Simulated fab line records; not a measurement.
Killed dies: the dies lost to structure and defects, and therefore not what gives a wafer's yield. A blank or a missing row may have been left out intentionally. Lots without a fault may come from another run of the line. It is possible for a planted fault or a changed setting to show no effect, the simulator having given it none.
Lot-split experiment    flow sky130    route with 708 steps; 5 lots, 23 wafers read

== THE SPLIT ITSELF ==
At SKY_VIA4_HDPCVD_00 (deposits SiO2, target thk 1750 nm, time 291.7 s), the setting timeS was moved away from the recipe's 291.7 s on 12 of the 23 wafers read, by -13.7% to +6.9%. For the rest of the wafers, this setting stayed at what the recipe calls for.

No step appears in the file between the split and the reading.

== THE READING ==
VIA4_HDPCVD_THK in nanometres, read at SKY_VIA4_THK_MEAS_01. A value of 1748 nm with a standard deviation of 14 nm is what fault-free wafers of this fab line usually give.

wafer   tool, chamber at the split  timeS as run, s  against the recipe  VIA4_HDPCVD_THK, nm  against lot-mates on the recipe
L076.1  hdpcvd-01, 0                259.8            -10.9%              1565                 -184
L076.2  hdpcvd-01, 2                291.7            recipe              1746                 -
L076.4  hdpcvd-01, 1                291.7            recipe              1752                 -
L076.5  hdpcvd-01, 0                259.8            -10.9%              1582                 -167
L076.6  hdpcvd-01, 2                259.8            -10.9%              1565                 -184
L079.1  hdpcvd-02, 2                291.7            recipe              1766                 -
L079.3  hdpcvd-02, 0                266              -8.8%               1599                 -155
L079.4  hdpcvd-02, 0                266              -8.8%               1605                 -149
L079.5  hdpcvd-02, 1                266              -8.8%               1592                 -162
L079.6  hdpcvd-02, 2                291.7            recipe              1742                 -
L080.2  hdpcvd-02, 0                291.7            recipe              1758                 -
L080.3  hdpcvd-02, 2                311.9            +6.9%               1889                 +134
L080.4  hdpcvd-02, 0                291.7            recipe              1751                 -
L080.5  hdpcvd-02, 2                311.9            +6.9%               1881                 +126
L080.6  hdpcvd-02, 1                311.9            +6.9%               1902                 +148
L084.3  hdpcvd-01, 1                291.7            recipe              1762                 -
L084.4  hdpcvd-01, 2                291.7            recipe              1743                 -
L084.6  hdpcvd-01, 0                291.7            recipe              1772                 -
L083.1  hdpcvd-01, 1,0              251.6            -13.7%              1500                 -229
L083.3  hdpcvd-01, 1,0              251.6            -13.7%              1488                 -241
L083.4  hdpcvd-01, 2                291.7            recipe              1737                 -
L083.5  hdpcvd-01, 1                291.7            recipe              1721                 -
L083.6  hdpcvd-01, 0                251.6            -13.7%              1504                 -225
If several chambers appear in one row, that row covers several wafers at once and the file leaves open which wafer was in which chamber.

THE FIT
A straight line over all 23 wafers: VIA4_HDPCVD_THK changes by +18.1 nm for each +1% of timeS; r = +0.99; the points scatter about the line by 14 nm.
The same after taking each lot's own level away (the mean of its wafers on the recipe; 23 wafers): +17.4 nm for each +1%; r = +1.00; scatter 11 nm.
According to that fit, moving timeS by its largest amount changes the reading by 2.4e+02 nm.
The span of the lots' own levels, 1729.0 to 1759.0 nm, comes to 2.1 times the standard deviation stated above.
Hence the lot-to-lot level has little effect on the slope; both slopes agree.
Check: with one of the wafers moved furthest among these (-13.7%) left out of the fit, the line predicts -236 nm for it against its lot-mates. Against them it came out at -229 nm.

== OTHER SPLITS APPLIED TO THESE WAFERS ==
Before the reading, these wafers also passed through other splits. Each is held against what the fit with the lots' levels taken away leaves over:
other split on the same wafers   wafers away from the commonest value  r with VIA4_HDPCVD_THK (lot level and that fit taken away)
SKY_CAPM_SPUTTER_02 powerW       5                                     +0.36
SKY_VIA3_CMP_02 leaveAboveRefNm  11                                    +0.15
SKY_VIA3_EXPOSE_09 doseMj        5                                     +0.04
SKY_VIA3_CVD_21 pressureTorr     18                                    +0.13

== THE WHOLE CHAIN: every reading that the file lists as answering this split, in the file's order ==
step                  what it does                                     reading                                                                        change (the file's fit)               r (the file's)
SKY_VIA4_HDPCVD_00    deposits SiO2, target thk 1750 nm, time 291.7 s  SiO2_of_VIA4_HDPCVD_00.thkNm (the simulator's own value, which no gauge read)  +17.3 nm for each +1% of the setting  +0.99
SKY_VIA4_THK_MEAS_01                                                   VIA4_HDPCVD_THK                                                                +17.1 for each +1% of the setting     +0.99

== THE FILE'S OWN FIT ==
VIA4_HDPCVD_THK changes by +17.1 nm for each +1% of timeS, r = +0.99.
